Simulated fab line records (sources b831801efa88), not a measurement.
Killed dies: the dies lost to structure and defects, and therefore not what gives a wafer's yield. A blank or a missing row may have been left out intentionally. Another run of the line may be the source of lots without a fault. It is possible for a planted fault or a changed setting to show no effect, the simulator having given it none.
A single fault, viewed from 2 desks / flow sky130 / only its own numbers are on each desk; what lay behind them is given at the end

THE TOOL OWNER'S DESK: litho-track-03
The tool's own readings at SKY_LDD_HVP_COAT_02 (resist thk 300 nm): means of the sampled wafers that have a number, for each lot that ran on this tool. Marked OUT: a lot whose mean sits more than 4 standard deviations from the usual mean, which makes it out of limits; the brackets give that distance.
Columns: A = spin-speed-rpm at SKY_LDD_HVP_COAT_02, usual 3000.1 rpm
lot=L212; first seen here=day 22 07:20; A=3000.7
lot=L213; first seen here=day 22 16:04; A=3001.7
lot=L216; first seen here=day 24 02:52; A=2943.4 (-32) OUT
lot=L220; first seen here=day 25 10:20; A=2944.0 (-31) OUT
lot=L221; first seen here=day 25 21:32; A=2944.3 (-31) OUT
lot=L229; first seen here=day 28 07:47; A=2998.8
This desk's finding: out of limits on L216, L220, L221; first on L216, day 24 02:52 (spin-speed-rpm at SKY_LDD_HVP_COAT_02). Within limits: L212, L213, L229.

FROM THE METROLOGY DESK
What the gauges read for every lot (on any tool): the sampled wafers with a number, averaged. Marked OUT: a lot whose mean sits more than 4 standard deviations from the usual mean, which makes it out of limits; the brackets give that distance.
Columns: A = SONOS_TUNNEL_TW at SKY_SONOS_TUNNEL_TW_MEAS_12, usual 199.7; B = LDD_LDN_OVL at SKY_LDD_LDN_OVL_MEAS_07, usual 1.4 nm; C = SD_P_RS at SKY_SD_N_RS_MEAS_17, usual 147.2 ohm/sq
lot=L211; first seen here=day 12 05:38; A=201.9; B=0.6; C=148.2
lot=L212; first seen here=day 12 13:52; A=198.6; B=-0.7; C=147.0
lot=L213; first seen here=day 13 00:20; A=202.0; B=2.6; C=146.9
lot=L214; first seen here=day 13 05:43; A=201.7; B=2.7; C=147.1
lot=L216; first seen here=day 13 18:58; A=201.8; B=3.6; C=147.2
lot=L218; first seen here=day 14 09:30; A=198.8; B=0.1; C=147.1
lot=L220; first seen here=day 15 06:46; A=201.2; B=-0.2; C=147.4
lot=L221; first seen here=day 15 16:53; A=198.4; B=3.5; C=147.5
lot=L224; first seen here=day 16 09:13; A=199.0; B=-0.1; C=146.6
lot=L227; first seen here=day 17 10:56; A=199.3; B=0.6; C=147.5
lot=L229; first seen here=day 18 05:30; A=199.0; B=-0.1; C=147.2
lot=L230; first seen here=day 18 15:10; A=199.3; B=-0.6; C=147.4
lot=L231; first seen here=day 18 18:24; A=196.5; B=1.9; C=147.0
This desk's verdict: no lot among the 13 shows anything out of limits.

PUT TOGETHER
The tool owner's desk had the chance to raise an alarm at day 24 02:52 on L216, L220, L221.
Metrology desk: nothing out of limits seen.
The metrology desk holds a record of L216, L220, L221, inside its limits.
On litho-track-03, each named lot ran SKY_LDD_HVP_COAT_02.

WHAT WAS PUT IN BY THE SIMULATOR
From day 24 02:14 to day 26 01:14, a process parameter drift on litho-track-03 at SKY_LDD_HVP_COAT_02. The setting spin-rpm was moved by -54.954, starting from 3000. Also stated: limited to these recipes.
Lots struck among those shown: L216, L220, L221.
Each desk's first reading out of limits, in hours after the fault started: the tool owner's desk, 1.
